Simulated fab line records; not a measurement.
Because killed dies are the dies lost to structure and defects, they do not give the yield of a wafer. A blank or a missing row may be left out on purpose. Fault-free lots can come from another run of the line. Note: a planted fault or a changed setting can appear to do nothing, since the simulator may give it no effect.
Code-filled problem report in 8D (eight disciplines) form ; flow gf180mcu ; the parts of the form that need people (team, actions taken, sign-off) are left out

== 1. WHAT WENT WRONG ==
GF_STI_WET_ETCH_26, run_length_s: mean 136.1 s on 3 wafers (1 lot); fault-free wafers 214.7 s, standard deviation 2.9. Measured from the usual mean, that is -27 standard deviations.
The step: etches SiO2 in dHF, target depth 94 nm, time 188 s.
Seen first at day 4 04:05 on wet_bench-01, wafer L926.1. At this step, 39 wafers from 13 lots have a number in the record. By rule, "out" or "out of limits" means more than 4 standard deviations away from the usual mean. Any other wafer with a number is counted as sound.

== 2. WHAT IT IS AND WHAT IT IS NOT ==
question;is;is not
which readings at this step;run_length_s;-
which lots;L926;L918, L920, L921, L923, L927, L930, L931, L932, L933, L938, L939, L940
which wafers of those lots;all that have a number;-
read on which tools;wet_bench-01;wet_bench-02, wet_bench-04
when;from day 4 04:05;"up to then (12 sound wafers); but 24 sound wafers of L927, L930, L931, L932, L933, L938, L939, L940 came after"

== 3. SUSPECTS, AND WHAT RULES EACH OUT ==
Counting: a tool stays on the suspect list if, at a process step up to the reading, it processed all lots that are out and no sound lot following the first of them.
- wet_bench-01 at GF_STI_WET_ETCH_26 (etches SiO2 in dHF, target depth 94 nm, time 188 s): ruled out as a lasting fault. The sound lots L939 went through it after L926, its earliest lot that is out (day 4 04:05).
Left after counting: nothing in the record.

== 4. THE CAUSE (what the simulator had put in) ==
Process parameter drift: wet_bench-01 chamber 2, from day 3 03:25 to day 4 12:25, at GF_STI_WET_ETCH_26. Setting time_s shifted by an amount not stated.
Counting ruled it out, wrongly.

== 5. THE EFFECT CHAIN, in route order ==
Rows list readings where the struck wafers' mean (over those with a number) sits beyond 3 standard deviations from the usual. Only readings whose record carries a usual standard deviation are examined. hours: median over the lots of the time between each lot's start at the first step of this table that gives one and its start at this step. sigmas: the change, counted in usual standard deviations.
hours;step;reading;usual;on struck wafers;change;sigmas
0;GF_STI_WET_ETCH_26;run_length_s;214.7 s;136.1;-78.6;-27
Here are the process steps it includes:
- GF_STI_WET_ETCH_26: etches SiO2 in dHF, target depth 94 nm, time 188 s.
Later steps that measure or inspect, where all struck wafers having a row at the step show a number for every such reading and not one has moved that far: GF_CONTACT_THK_MEAS_03, GF_M1_RS_MEAS_05.

== 6. WHAT WOULD HAVE CAUGHT IT SOONER ==
In this record the first reading out of limits was taken at day 4 04:05, 25 hours after the fault began at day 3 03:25.
